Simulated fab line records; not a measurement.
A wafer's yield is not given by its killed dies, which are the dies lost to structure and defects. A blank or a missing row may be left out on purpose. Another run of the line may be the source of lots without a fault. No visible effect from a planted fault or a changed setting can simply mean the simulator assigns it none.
fab line records    flow sky130
record: lots: 11  wafers: 33  lastDay: 50
route steps=708 shown FIELD_ISO@18 METAL3@563
lots with no fault: from the same line, run without faults
startH: hours from the record's opening day to when the first of the lot's shown wafers began    waitH: how many hours have passed since the lot's step before this one    " same as the row above    L1.1+2: several wafers, shown together as one row    - either no value or no given start    * or withheld: withheld    < > ~ a bound
route shown NAME@n: names a module that has steps shown in the file, with the first one's number in the route    usual: mean and standard deviation over wafers with no fault    same: alike in all rows    chamber/n: place in a boat    sites: the reading at each site    _std_site: standard deviation across them    _edge_site: inner sites' mean taken away from outer sites' mean    radiusMm: for every site, how far away it sits from the centre of the wafer    mask NAME#n: copy n    behind: the most recent tool/chamber to have shaped the wafer    hold: cause of the lot's hold/its duration in hours/its outcome    device: whichever transistor did not switch (one of n, p or np)    end of line: tests run on the same wafers once the route is complete    where a step has no rows: the recipe by itself    killed: dies that structure and defects cost at the first sort, which is not the same as the wafer's yield    map: dies across one wafer; x = killed, . = not, _ = none there
set.NAME: the run value of the setting; set.NAME@STEP: its run value at that earlier step    model.NAME: the simulator's own value behind a step, which no gauge read
one table for each step of the route and one row for each wafer, over a sample of lots
services: a tool's chamber out of use, with start hour (startH, from the record's first day; less than 0 if before it), hours out, and reason
== steps ==
step: SKY_FIELD_ISO_ETCH_17
recipe: targetDepthA: 3420  maskMaterial: Si3N4  chemistry: HBr/Cl2/O2  target: Si  taperDeg: 5  icpW: 607.2  biasW: 150  pressureMtorr: 15  HBr_flow_sccm: 150  Cl2_flow_sccm: 40  O2_flow_sccm: 6  timeS: 97.7
usual: drypumpMotorCurrentA: 5.8/0.45  mfcCl2Sccm: 40.00/0.11  oesProductAu: 1.001/0.0096  rfFwdPowerW: 603.5/2.2  throttleValvePct: 25.656/0.011
lot.wafer  tool      chamber  startH  waitH  drypumpMotorCurrentA  mfcCl2Sccm  oesProductAu  rfFwdPowerW  rfHoursCounterH  throttleValvePct
L627.1     rieSi-01  0        31.94   0.1    5.4                   40.11       0.990         601.7        77               25.643
L627.2     "         1        "       "      5.7                   39.94       1.000         602.9        103              25.640
L627.5     "         3        "       "      6.2                   39.79       0.994         607.2        -                25.656
L628.2     rieSi-02  1        33.00   0.1    6.6                   40.26       1.004         603.2        67               25.639
L628.3     "         3        "       "      5.7                   39.97       0.983         604.9        1                25.668
L628.6     "         0        "       "      5.4                   40.06       0.994         603.7        -                25.661
L629.3     rieSi-01  3        38.50   0.0    6.2                   39.92       0.997         604.3        136              25.661
L629.5     "         0        "       "      5.4                   39.92       0.990         604.2        -                25.657
L629.6     "         3        "       "      6.2                   39.99       1.001         604.6        -                25.646
L634.1     rieSi-02  3        65.04   0.1    5.7                   39.73       0.993         605.2        1                25.662
L634.2     "         2        "       "      6.5                   39.98       0.993         603.3        3                25.652
L634.3     "         0        "       "      5.4                   40.14       1.123         606.3        135              25.570
L635.1     rieSi-02  3        71.29   0.1    5.7                   39.92       0.997         605.9        1                25.662
L635.3     "         0        "       "      5.4                   39.96       1.116         603.1        135              25.562
L635.5     "         3        "       "      5.7                   40.01       0.993         603.3        -                25.644
L642.1     rieSi-01  0        108.34  0.1    5.4                   40.07       1.005         602.4        78               25.653
L642.2     "         3        "       "      6.1                   40.11       1.012         603.3        136              25.661
L642.4     "         2        "       "      5.5                   40.17       1.003         603.3        49               25.674
L643.2     rieSi-01  0        112.69  0.1    5.4                   40.08       0.990         605.0        78               25.665
L643.3     "         3        "       "      6.2                   39.97       0.999         605.1        136              25.672
L643.5     "         1        "       "      5.6                   40.04       1.008         603.2        -                25.647
L645.2     rieSi-01  2        123.04  0.1    5.6                   40.15       1.012         602.7        49               25.641
L645.4     "         0        "       "      5.4                   39.88       0.996         604.1        78               25.685
L645.6     "         3        "       "      6.2                   39.97       1.004         604.4        -                25.664
L646.2     rieSi-01  1        127.45  0.1    5.7                   40.22       0.995         603.7        104              25.662
L646.3     "         3        "       "      6.1                   39.92       1.000         601.2        137              25.666
L646.4     "         2        "       "      5.5                   40.03       1.005         607.4        49               25.655
L649.2     rieSi-01  2        143.44  0.1    5.5                   40.04       1.012         605.1        49               25.641
L649.3     "         0        "       "      5.4                   40.13       0.989         599.4        78               25.671
L649.4     "         2        "       "      5.5                   39.95       0.996         606.1        -                25.662
L650.1     rieSi-01  1        149.89  0.1    5.7                   39.91       1.005         604.6        104              25.670
L650.3     "         0        "       "      5.4                   39.97       0.992         599.6        78               25.667
L650.4     "         1        "       "      5.7                   40.00       1.015         601.4        -                25.643
step: SKY_METAL3_CD_MEAS_13
recipe: targetCdNm: 300
usual: cdNm: 300.3/1.5
lot.wafer  tool      chamber  startH   waitH  cdNm
L627.1     cdSem-01  -        898.58   -      299.3
L627.2     "         -        "        "      299.6
L627.5     "         -        "        "      301.7
L628.2     cdSem-02  -        903.50   -      300.4
L628.3     "         -        "        "      300.4
L628.6     "         -        "        "      300.2
L629.3     cdSem-01  -        914.12   -      301.0
L629.5     "         -        "        "      302.1
L629.6     "         -        "        "      301.6
L634.1     cdSem-02  -        956.32   -      298.8
L634.2     "         -        "        "      298.4
L634.3     "         -        "        "      300.3
L635.1     cdSem-01  -        965.93   -      300.5
L635.3     "         -        "        "      299.0
L635.5     "         -        "        "      299.7
L642.1     cdSem-02  -        1006.08  -      302.3
L642.2     "         -        "        "      302.1
L642.4     "         -        "        "      301.2
L643.2     cdSem-02  -        1007.55  -      298.2
L643.3     "         -        "        "      298.6
L643.5     "         -        "        "      298.8
L645.2     cdSem-01  -        1024.35  -      302.4
L645.4     "         -        "        "      300.7
L645.6     "         -        "        "      301.0
L646.2     cdSem-02  -        1034.27  -      302.9
L646.3     "         -        "        "      303.8
L646.4     "         -        "        "      302.6
L649.2     cdSem-01  -        1050.80  -      301.3
L649.3     "         -        "        "      302.5
L649.4     "         -        "        "      301.9
L650.1     cdSem-01  -        1055.38  -      299.8
L650.3     "         -        "        "      300.1
L650.4     "         -        "        "      301.4
step: SKY_METAL3_OVL_MEAS_14
usual: METAL3_OVL: 2/6.4
lot.wafer  tool        chamber  startH   waitH  METAL3_OVL[nm]
L627.1     overlay-01  -        898.70   0.1    -2
L627.2     "           -        "        "      1
L627.5     "           -        "        "      -8
L628.2     overlay-02  -        903.61   0.1    7
L628.3     "           -        "        "      1
L628.6     "           -        "        "      -2
L629.3     overlay-01  -        914.22   0.1    7
L629.5     "           -        "        "      5
L629.6     "           -        "        "      -1
L634.1     overlay-01  -        956.44   0.1    -4
L634.2     "           -        "        "      -11
L634.3     "           -        "        "      -7
L635.1     overlay-02  -        966.05   0.1    0
L635.3     "           -        "        "      6
L635.5     "           -        "        "      7
L642.1     overlay-01  -        1006.20  0.1    -2
L642.2     "           -        "        "      8
L642.4     "           -        "        "      8
L643.2     overlay-02  -        1007.65  0.1    0
L643.3     "           -        "        "      -3
L643.5     "           -        "        "      -2
L645.2     overlay-02  -        1024.46  0.1    4
L645.4     "           -        "        "      2
L645.6     "           -        "        "      -4
L646.2     overlay-01  -        1034.38  0.1    5
L646.3     "           -        "        "      -2
L646.4     "           -        "        "      9
L649.2     overlay-01  -        1050.91  0.1    2
L649.3     "           -        "        "      1
L649.4     "           -        "        "      4
L650.1     overlay-01  -        1055.50  0.1    9
L650.3     "           -        "        "      4
L650.4     "           -        "        "      -1
step: SKY_METAL3_DESCUM_15
recipe: chemistry: O2  sourcePowerW: 150  biasPowerW: 0  pressureMtorr: 10  tempC: 40  timeS: 8
usual: drypumpMotorCurrentA: 5.6/0.38  oesProductAu: 1.003/0.0088  rfFwdPowerW: 147.3/0.73
lot.wafer  tool         chamber  startH   waitH  drypumpMotorCurrentA  oesProductAu  rfFwdPowerW  rfHoursCounterH
L627.1     rieMetal-01  1        898.74   0.0    5.7                   1.012         147.1        9
L627.2     "            0        "        "      6.2                   1.005         146.7        1
L627.5     "            1        "        "      5.7                   1.018         147.2        -
L628.2     rieMetal-03  0        903.64   0.0    5.6                   1.001         147.5        7
L628.3     "            0        "        "      5.6                   0.998         147.6        -
L628.6     "            1        "        "      4.9                   0.999         146.8        -
L629.3     rieMetal-04  1        914.25   0.0    5.4                   0.983         148.0        -
L629.5     "            1        "        "      5.5                   0.987         147.9        -
L629.6     "            0        "        "      5.7                   0.982         148.4        -
L634.1     rieMetal-04  1        956.48   0.0    5.5                   1.007         147.6        11
L634.2     "            1        "        "      5.5                   0.997         147.6        -
L634.3     "            1        "        "      5.5                   1.004         147.4        -
L635.1     rieMetal-04  0        966.09   0.0    5.7                   1.006         147.8        0
L635.3     "            0        "        "      5.7                   0.997         147.9        -
L635.5     "            0        "        "      5.7                   1.003         148.3        -
L642.1     rieMetal-04  0        1006.23  0.0    5.7                   1.005         147.8        2
L642.2     "            1        "        "      5.5                   0.994         148.2        14
L642.4     "            0        "        "      5.7                   1.006         147.3        -
L643.2     rieMetal-03  0        1007.68  0.0    5.6                   1.011         147.5        11
L643.3     "            0        "        "      5.6                   1.002         147.5        -
L643.5     "            0        "        "      5.6                   1.000         147.6        -
L645.2     rieMetal-03  0        1024.49  0.0    5.6                   0.994         147.5        12
L645.4     "            1        "        "      4.9                   1.011         147.2        -
L645.6     "            0        "        "      5.6                   1.005         147.8        -
L646.2     rieMetal-01  1        1034.41  0.0    5.7                   1.018         146.3        17
L646.3     "            0        "        "      6.2                   1.004         147.0        -
L646.4     "            1        "        "      5.7                   1.012         146.9        -
L649.2     rieMetal-03  0        1050.94  0.0    5.6                   0.998         147.5        14
L649.3     "            1        "        "      5.0                   1.004         146.7        -
L649.4     "            0        "        "      5.6                   0.996         147.5        -
L650.1     rieMetal-04  1        1055.53  0.0    5.5                   1.003         148.3        16
L650.3     "            0        "        "      5.7                   0.999         147.8        -
L650.4     "            1        "        "      5.5                   0.987         147.5        -
== services ==
tool         chamber  startH   hours  kind
rieMetal-04  -        9.53     0.4    repair
rieMetal-04  -        69.22    2.8    pm
rieSi-01     -        136.36   0.2    repair
rieSi-01     1        151.41   6.0    repair
rieMetal-04  -        218.57   0.9    repair
rieMetal-04  0        266.23   2.9    repair
rieMetal-04  0        277.01   3.8    repair
rieMetal-04  -        338.32   5.3    repair
rieMetal-04  -        392.09   1.4    pm
rieMetal-04  1        454.94   9.2    repair
rieMetal-04  -        469.33   0.4    repair
rieSi-01     2        581.18   4.7    repair
rieSi-01     3        618.04   6.6    repair
rieSi-01     2        644.82   1.0    repair
rieSi-01     2        646.93   1.4    repair
rieMetal-04  -        692.23   1.3    repair
rieMetal-04  -        713.47   1.2    repair
rieSi-01     -        726.53   14.6   pm
rieMetal-04  -        854.55   0.7    repair
rieSi-01     -        876.64   0.1    repair
rieMetal-04  -        885.54   1.5    repair
rieSi-01     -        952.39   2.8    pm
rieSi-01     -        966.51   28.1   pm
rieSi-01     -        1054.12  0.5    repair
== key ==
firstSign: step: SKY_FIELD_ISO_ETCH_17  reading: oesProductAu  direction: up  sigmas: 12  usual: 1.001  struck: 1.120
effect: step: SKY_FIELD_ISO_ETCH_17  reading: throttleValvePct  direction: down  sigmas: 8  usual: 25.656  struck: 25.566
metAt SKY_FIELD_ISO_ETCH_17
struckLots L634,L635
struckWafers L634.3,L635.3
testerLeftOut L634,L635
notActingAt SKY_METAL3_CD_MEAS_13,SKY_METAL3_OVL_MEAS_14,SKY_METAL3_DESCUM_15
onsetBetween 33.00 65.04
fault: kind: processParameterDrift  tool: rieSi-02  chamber: 0  onsetH: 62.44  steps: SKY_FIELD_ISO_ETCH_17  channel: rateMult  offset: 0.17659  shape: step  endH: 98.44
testerLeftOut: of these lots the tester's yield and bins aren't shown, on N5 and GAA mostly nor the transistor test; their killed dies are dies lost to structure and defects alone, not to doping, threshold or leakage, so they don't give the yield
